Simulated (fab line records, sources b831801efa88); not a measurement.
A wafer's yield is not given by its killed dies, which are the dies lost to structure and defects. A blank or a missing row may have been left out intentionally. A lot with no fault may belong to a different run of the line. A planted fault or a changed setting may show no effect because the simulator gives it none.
fab line records	flow sky130
[record] lots = 13	wafers = 39	lastDay = 50
route steps=708 shown LI_CONTACT@386 METAL4@632 VIA4@658 METAL5@665 PAD_OPEN@708
lots that met no fault: taken from a fault-free run of the same line
startH: the number of hours between the record's first day and the start of the first shown wafer of the lot	waitH: hours since the lot's step before	" same as the row above	L1.1+2: one row covering several wafers at once	- either no value or no given start	* or withheld: withheld	< > ~ a bound
route shown NAME@n: a module of which the file shows steps, and the number in the route of the first	usual: the fault-free wafers' mean and standard deviation	same: alike in all rows	chamber/n: place in a boat	sites: per-site readings	_std_site: the values' standard deviation	_edge_site: outer sites' mean less inner sites'	radiusMm: how far each site lies from the wafer's centre	mask NAME#n: copy n	behind: tool/chamber where the wafer was last shaped	hold: the reason the lot was held/the length of the hold in hours/how it ended	device: which transistor (n, p or np) failed to switch	end of line: at the end of the route, the tests of the same wafers	where a step has no rows: the recipe by itself	killed: not the wafer's yield, but the dies lost to structure and defects at the first sort	map: the dies of a wafer, with x for killed, . for not killed, _ for no die there
set.NAME: setting as actually run; set.NAME@STEP: the setting as run at that earlier step	model.NAME: the simulator's own value behind a step, which no gauge read
the route's steps for a sample of lots (tables are steps, rows are wafers)
services: from which hour (startH, from the record's first day; less than 0 if before it) a tool's chamber was out of use, for how many hours, and why
[[steps]]
[step SKY_LI_CONTACT_CMP_24]
[recipe] stopOn = PSG	tOverpolishS = 20	downForcePsi = 3.5	platenRpm = 60	targetThkNm = 0	padVelocityMS = 0.94248
[usual] motorCurrentA = 11.0/1.5	overpolishRunS = 20.000/0.0086	slurryFlowMlMin = 150.0/0.5	timeToEndpointS = 96/5.1
lot.wafer	tool	chamber	startH	waitH	motorCurrentA	overpolishRunS	slurryFlowMlMin	timeToEndpointS
L182.3	cmp-02	1	689.63	0.0	11.1	19.988	150.7	100
L182.1	"	2	"	"	12.3	20.002	150.0	93
L182.6	"	2	"	"	12.2	19.993	149.4	92
L183.4	cmp-02	3	693.66	0.0	9.9	20.006	149.9	92
L183.1	"	1	"	"	10.3	19.987	149.7	99
L183.3	"	2	"	"	12.3	19.989	149.4	95
L185.2	cmp-02	2	707.48	0.0	12.3	20.000	149.3	95
L185.4	"	0	"	"	11.4	20.012	150.0	103
L185.3	"	1	"	"	10.2	19.993	150.8	100
L186.4	cmp-02	1	719.81	0.0	10.4	20.005	150.4	95
L186.1	"	2	"	"	12.7	20.002	150.4	93
L186.2	"	0	"	"	11.3	20.006	150.4	101
L187.3	cmp-01	3	724.53	0.0	9.2	19.998	150.5	103
L187.4	"	0	"	"	13.9	20.010	150.4	104
L187.5	"	3	"	"	9.3	20.001	150.2	102
L188.3	cmp-01	2	740.48	0.0	10.6	20.006	149.9	93
L188.2	"	1	"	"	12.4	19.992	150.8	89
L188.6	"	3	"	"	9.1	20.005	150.3	102
L190.4	cmp-01	0	758.60	0.1	13.4	20.000	150.5	101
L190.3	"	1	"	"	12.1	20.009	150.7	89
L190.6	"	3	"	"	9.0	19.997	150.5	99
L191.1	cmp-02	3	758.80	0.3	9.3	19.999	150.0	90
L191.3	"	1	"	"	10.1	19.995	150.0	93
L191.5	"	2	"	"	11.9	19.999	149.9	89
L193.2	cmp-02	0	769.97	0.3	11.5	19.995	150.7	100
L193.1	"	2	"	"	12.3	19.997	149.4	97
L193.6	"	0	"	"	11.2	20.009	151.2	104
L192.3	cmp-01	3	774.13	0.1	9.1	19.989	149.7	102
L192.1	"	1	"	"	11.2	19.994	149.3	92
L192.6	"	3	"	"	8.8	20.000	149.5	104
L197.3	cmp-02	3	807.03	0.0	9.4	20.001	150.1	89
L197.4	"	1	"	"	10.7	20.021	149.2	96
L197.5	"	0	"	"	10.9	20.006	150.1	97
L198.4	cmp-02	0	822.50	0.0	11.8	19.988	149.4	98
L198.3	"	1	"	"	10.4	20.002	149.4	100
L198.5	"	0	"	"	10.8	20.004	150.3	102
L201.3	cmp-01	1	854.45	0.1	12.3	20.006	149.7	86
L201.2	"	2	"	"	10.5	19.993	150.5	95
L201.5	"	0	"	"	13.2	19.996	149.2	92
[step SKY_METAL4_ETCH_16]
[recipe] chemistry = N2/H2	target = BARC	ionEnergyEv = 200	biasW = 100	pressureMtorr = 30	n2FlowSccm = 100	h2FlowSccm = 200	icpW = 500	stopOn = SiO2	timeS = 88.2	targetDepthA = 600
[usual] drypumpMotorCurrentA = 5.9/0.44	oesProductAu = 0.626/0.005	throttleValvePct = 13.204/0.0093
lot.wafer	tool	chamber	startH	waitH	drypumpMotorCurrentA	oesProductAu	rfHoursCounterH	throttleValvePct
L182.1	rieMetal-01	0	988.94	0.0	5.1	0.621	7	13.199
L182.3	"	1	"	"	6.5	0.641	-	13.204
L182.6	"	0	"	"	5.2	0.618	-	13.201
L183.1	rieMetal-02	0	993.59	0.0	5.9	0.630	14	13.210
L183.3	"	0	"	"	5.9	0.626	-	13.200
L183.4	"	1	"	"	6.1	0.628	-	13.211
L185.2	rieMetal-04	0	1004.14	0.0	6.1	0.626	15	13.199
L185.3	"	1	"	"	5.5	0.626	-	13.197
L185.4	"	0	"	"	6.1	0.628	-	13.219
L186.1	rieMetal-02	0	1015.09	0.0	5.9	0.631	16	13.221
L186.2	"	1	"	"	6.1	0.626	14	13.204
L186.4	"	0	"	"	5.9	0.634	-	13.208
L187.3	rieMetal-02	0	1018.07	0.0	5.9	0.618	-	13.209
L187.4	"	1	"	"	6.1	0.623	-	13.200
L187.5	"	1	"	"	6.1	0.630	-	13.193
L188.2	rieMetal-04	0	1032.39	0.0	6.1	0.622	16	13.196
L188.3	"	0	"	"	6.1	0.623	-	13.210
L188.6	"	0	"	"	6.1	0.630	-	13.220
L190.3	rieMetal-02	1	1048.55	0.0	6.1	0.625	-	13.204
L190.4	"	0	"	"	5.9	0.625	-	13.220
L190.6	"	1	"	"	6.1	0.619	-	13.189
L191.1	rieMetal-04	1	1049.22	0.0	5.5	0.626	5	13.205
L191.3	"	0	"	"	6.1	0.625	-	13.201
L191.5	"	0	"	"	6.1	0.618	-	13.202
L193.1	rieMetal-04	0	1058.29	0.0	6.1	0.626	18	13.202
L193.2	"	1	"	"	5.5	0.621	5	13.195
L193.6	"	1	"	"	5.5	0.626	-	13.198
L192.1	rieMetal-04	1	1058.47	0.0	5.5	0.637	5	13.189
L192.3	"	1	"	"	5.5	0.628	-	13.217
L192.6	"	1	"	"	5.5	0.629	-	13.202
L197.3	rieMetal-01	1	1086.60	0.0	6.5	0.622	-	13.197
L197.4	"	0	"	"	5.2	0.628	-	13.180
L197.5	"	0	"	"	5.2	0.632	-	13.213
L198.3	rieMetal-04	0	1098.12	0.0	6.1	0.622	-	13.182
L198.4	"	1	"	"	5.5	0.627	-	13.217
L198.5	"	1	"	"	5.5	0.619	-	13.211
L201.2	rieMetal-01	1	1121.72	0.0	6.5	0.628	23	13.193
L201.3	"	1	"	"	6.5	0.618	-	13.190
L201.5	"	0	"	"	5.2	0.615	-	13.209
[step SKY_VIA4_RS_MEAS_19]
[recipe] thkMeasGauge = four-point-probe	reads = W_of_VIA4_CVD_18+TiN_of_VIA4_SPUTTER_17
[usual] VIA4_W_RS = 0.226/0.003
lot.wafer	tool	chamber	startH	waitH	VIA4_W_RS[ohm/sq]
L182.1	filmMetro-04	-	1014.22	0.1	0.225
L182.3	"	-	"	"	0.224
L182.6	"	-	"	"	0.220
L183.1	filmMetro-02	-	1018.77	0.1	0.222
L183.3	"	-	"	"	0.222
L183.4	"	-	"	"	0.222
L185.2	filmMetro-04	-	1029.36	0.1	0.231
L185.3	"	-	"	"	0.226
L185.4	"	-	"	"	0.224
L186.1	filmMetro-04	-	1039.63	0.1	0.229
L186.2	"	-	"	"	0.223
L186.4	"	-	"	"	0.232
L187.3	filmMetro-02	-	1042.74	0.1	0.222
L187.4	"	-	"	"	0.226
L187.5	"	-	"	"	0.222
L188.2	filmMetro-03	-	1056.89	0.1	0.224
L188.3	"	-	"	"	0.227
L188.6	"	-	"	"	0.224
L190.3	filmMetro-03	-	1071.98	0.1	0.230
L190.4	"	-	"	"	0.225
L190.6	"	-	"	"	0.229
L191.1	filmMetro-03	-	1072.99	0.1	0.232
L191.3	"	-	"	"	0.229
L191.5	"	-	"	"	0.225
L193.1	filmMetro-04	-	1081.68	0.1	0.221
L193.2	"	-	"	"	0.227
L193.6	"	-	"	"	0.226
L192.1	filmMetro-03	-	1081.98	0.1	0.234
L192.3	"	-	"	"	0.231
L192.6	"	-	"	"	0.233
L197.3	filmMetro-02	-	1108.92	0.1	0.225
L197.4	"	-	"	"	0.234
L197.5	"	-	"	"	0.227
L198.3	filmMetro-03	-	1119.20	0.1	0.222
L198.4	"	-	"	"	0.226
L198.5	"	-	"	"	0.225
L201.2	filmMetro-03	-	1143.49	0.1	0.220
L201.3	"	-	"	"	0.225
L201.5	"	-	"	"	0.223
[step SKY_METAL5_SPUTTER_04]
[recipe] material = TiN	targetThkNm = 70	powerW = 6500	timeS = 58.3	chamberPressurePa = 0.4
[usual] throttleValvePct = 29.6/0.98
lot.wafer	tool	chamber	startH	waitH	throttleValvePct
L182.1	pvdSputter-04	-	1014.81	0.0	29.4
L182.3	"	-	"	"	29.5
L182.6	"	-	"	"	29.4
L183.1	pvdSputter-04	-	1019.37	0.0	28.6
L183.3	"	-	"	"	31.7
L183.4	"	-	"	"	29.2
L185.2	pvdSputter-04	-	1029.94	0.0	29.5
L185.3	"	-	"	"	28.6
L185.4	"	-	"	"	29.2
L186.1	pvdSputter-04	-	1040.22	0.0	31.4
L186.2	"	-	"	"	28.3
L186.4	"	-	"	"	31.3
L187.3	pvdSputter-01	-	1043.30	0.0	29.1
L187.4	"	-	"	"	29.9
L187.5	"	-	"	"	30.0
L188.2	pvdSputter-02	-	1057.47	0.0	29.3
L188.3	"	-	"	"	30.8
L188.6	"	-	"	"	30.4
L190.3	pvdSputter-01	-	1072.54	0.0	30.4
L190.4	"	-	"	"	29.3
L190.6	"	-	"	"	30.2
L191.1	pvdSputter-02	-	1073.59	0.0	30.5
L191.3	"	-	"	"	30.5
L191.5	"	-	"	"	29.4
L193.1	pvdSputter-02	-	1082.28	0.0	30.2
L193.2	"	-	"	"	29.4
L193.6	"	-	"	"	29.5
L192.1	pvdSputter-01	-	1082.58	0.0	27.6
L192.3	"	-	"	"	30.5
L192.6	"	-	"	"	29.5
L197.3	pvdSputter-04	-	1109.68	0.0	29.2
L197.4	"	-	"	"	28.5
L197.5	"	-	"	"	31.4
L198.3	pvdSputter-02	-	1119.76	0.0	30.4
L198.4	"	-	"	"	30.3
L198.5	"	-	"	"	30.4
L201.2	pvdSputter-02	-	1144.06	0.0	29.4
L201.3	"	-	"	"	30.3
L201.5	"	-	"	"	30.6
[step SKY_PAD_OPEN_PROBE_99]
[usual] killed_at_M0_to_M3 = 42/6.6	killed_at_M4_up = 3.1/1.9	killedAtContacts = 24/5.6	killedAtFrontEnd = 15/4.8	killedAtOther = 0.3/0.48	killedDies = 84/10	killedOnRim = 16/3.9	killedOpen = 47/6.8	killedShort = 37/6.8
[same] grossDies = 492	killedAtBackSide = 0
lot.wafer	tool	chamber	startH	waitH	killed_at_M0_to_M3	killed_at_M4_up	killedAtContacts	killedAtFrontEnd	killedAtOther	killedDies	killedOnRim	killedOpen	killedShort
L192.1	prober-01	-	1145.48	0.1	29	2	23	12	1	67	19	34	33
L192.3	prober-01	-	1145.58	0.2	47	6	22	13	0	88	15	47	41
L192.6	prober-01	-	1145.73	0.3	49	0	23	16	0	88	19	55	33
L197.3	prober-01	-	1168.59	0.2	47	2	22	11	1	83	13	48	35
L197.4	prober-01	-	1168.64	0.2	34	3	248	11	0	296	65	30	32
L197.5	prober-01	-	1168.69	0.2	53	1	18	13	0	85	15	45	40
L198.3	prober-02	-	1177.32	0.2	35	2	249	14	0	300	64	42	33
L198.4	prober-02	-	1177.37	0.2	48	3	22	16	0	89	17	50	39
L198.5	prober-02	-	1177.42	0.2	41	6	25	16	0	88	20	50	38
// killed by level:class
L192.1 VIA1:geometricParticle:open=7 METAL1:geometricParticle:short=7 LI_CONTACT:geometricParticle:open=7 CONTACT:geometricParticle:short=7 CONTACT:geometricParticle:open=7 POLY_GATE:geometricParticle:open=4 METAL2:geometricParticle:short=4 VIA2:geometricParticle:open=3
L192.3 CONTACT:geometricParticle:open=10 VIA3:geometricParticle:open=10 VIA2:geometricParticle:open=8 METAL1:geometricParticle:short=7 VIA1:geometricParticle:open=6 FIELD_ISO:geometricParticle:short=5 LI_CONTACT:geometricParticle:open=5 METAL2:geometricParticle:short=5
L192.6 VIA1:geometricParticle:open=11 VIA2:geometricParticle:open=10 CONTACT:geometricParticle:open=9 POLY_GATE:geometricParticle:short=6 CONTACT:geometricParticle:short=6 LI_CONTACT:geometricParticle:open=5 VIA3:geometricParticle:open=5 VIA1:geometricParticle:short=5
L197.3 VIA1:geometricParticle:open=16 CONTACT:geometricParticle:open=9 VIA2:geometricParticle:open=9 VIA3:geometricParticle:short=6 CONTACT:geometricParticle:short=5 METAL1:geometricParticle:short=5 LI_CONTACT:geometricParticle:open=4 LOCAL_INTERCONNECT:geometricParticle:short=3
L197.4 LI_CONTACT:unspecified=234 CONTACT:geometricParticle:open=8 METAL1:geometricParticle:short=6 VIA1:geometricParticle:short=6 METAL2:geometricParticle:short=5 VIA1:geometricParticle:open=4 VIA2:geometricParticle:short=4 POLY_GATE:geometricParticle:open=3
L197.5 VIA1:geometricParticle:open=12 METAL2:geometricParticle:short=8 VIA1:geometricParticle:short=8 VIA3:geometricParticle:open=8 CONTACT:geometricParticle:open=7 POLY_GATE:geometricParticle:open=5 METAL3:geometricParticle:short=5 METAL1:geometricParticle:short=4
L198.3 LI_CONTACT:unspecified=225 VIA1:geometricParticle:open=11 CONTACT:geometricParticle:open=9 CONTACT:geometricParticle:short=7 FIELD_ISO:geometricParticle:open=5 VIA2:geometricParticle:open=5 FIELD_ISO:geometricParticle:short=4 LI_CONTACT:geometricParticle:open=4
L198.4 VIA1:geometricParticle:open=12 METAL2:geometricParticle:short=11 CONTACT:geometricParticle:open=9 VIA3:geometricParticle:open=8 VIA2:geometricParticle:open=7 POLY_GATE:geometricParticle:short=6 FIELD_ISO:geometricParticle:open=4 LI_CONTACT:geometricParticle:open=4
L198.5 CONTACT:geometricParticle:open=12 VIA1:geometricParticle:open=8 VIA2:geometricParticle:open=7 LI_CONTACT:geometricParticle:open=6 CONTACT:geometricParticle:short=5 METAL2:geometricParticle:short=5 FIELD_ISO:geometricParticle:short=4 POLY_GATE:geometricParticle:short=4
[[services]]
tool	chamber	startH	hours	kind
cmp-01	-	693.27	4.6	pm
cmp-01	-	700.73	1.1	repair
cmp-01	-	706.86	2.8	repair
pvdSputter-04	-	718.85	6.4	repair
rieMetal-04	-	721.61	15.6	pm
cmp-01	-	723.65	0.5	repair
rieMetal-04	-	738.70	0.2	repair
cmp-02	-	742.07	7.5	pm
cmp-01	-	743.11	0.4	repair
cmp-02	-	749.54	4.0	pm
cmp-01	-	751.21	1.0	repair
cmp-01	-	768.81	4.5	pm
cmp-01	-	792.47	1.1	repair
rieMetal-04	0	807.77	4.8	repair
cmp-01	-	820.59	1.5	repair
cmp-01	-	834.00	0.6	repair
pvdSputter-02	-	838.63	0.8	repair
cmp-02	-	855.13	5.5	pm
cmp-02	-	1002.93	1.0	repair
rieMetal-04	-	1007.21	0.1	repair
rieMetal-04	-	1016.42	0.6	repair
rieMetal-04	1	1077.22	13.2	repair
cmp-02	-	1089.54	4.0	pm
rieMetal-04	-	1119.64	2.8	pm
[[key]]
[firstSign] step = SKY_PAD_OPEN_PROBE_99	reading = killedAtContacts	direction = up	sigmas = 40	usual = 24	struck = 248
[effect] step = SKY_PAD_OPEN_PROBE_99	reading = killedDies	direction = up	sigmas = 21	usual = 84	struck = 298
metAt SKY_LI_CONTACT_CMP_24
struckLots L197,L198
struckWafers L197.4,L198.3
testerLeftOut L197,L198
notActingAt SKY_METAL4_ETCH_16,SKY_VIA4_RS_MEAS_19,SKY_METAL5_SPUTTER_04
onsetBetween 758.80 807.03
[fault] kind = chamberParticleSource	tool = cmp-02	chamber = 1	onsetH = 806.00	steps = SKY_LI_CONTACT_CMP_24	ratePerVisitCm2 = 1.2837	endH = 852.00
// testerLeftOut: of these lots the tester's yield and bins aren't shown, on N5 and GAA mostly nor the transistor test; their killed dies are dies lost to structure and defects alone, not to doping, threshold or leakage, so they don't give the yield
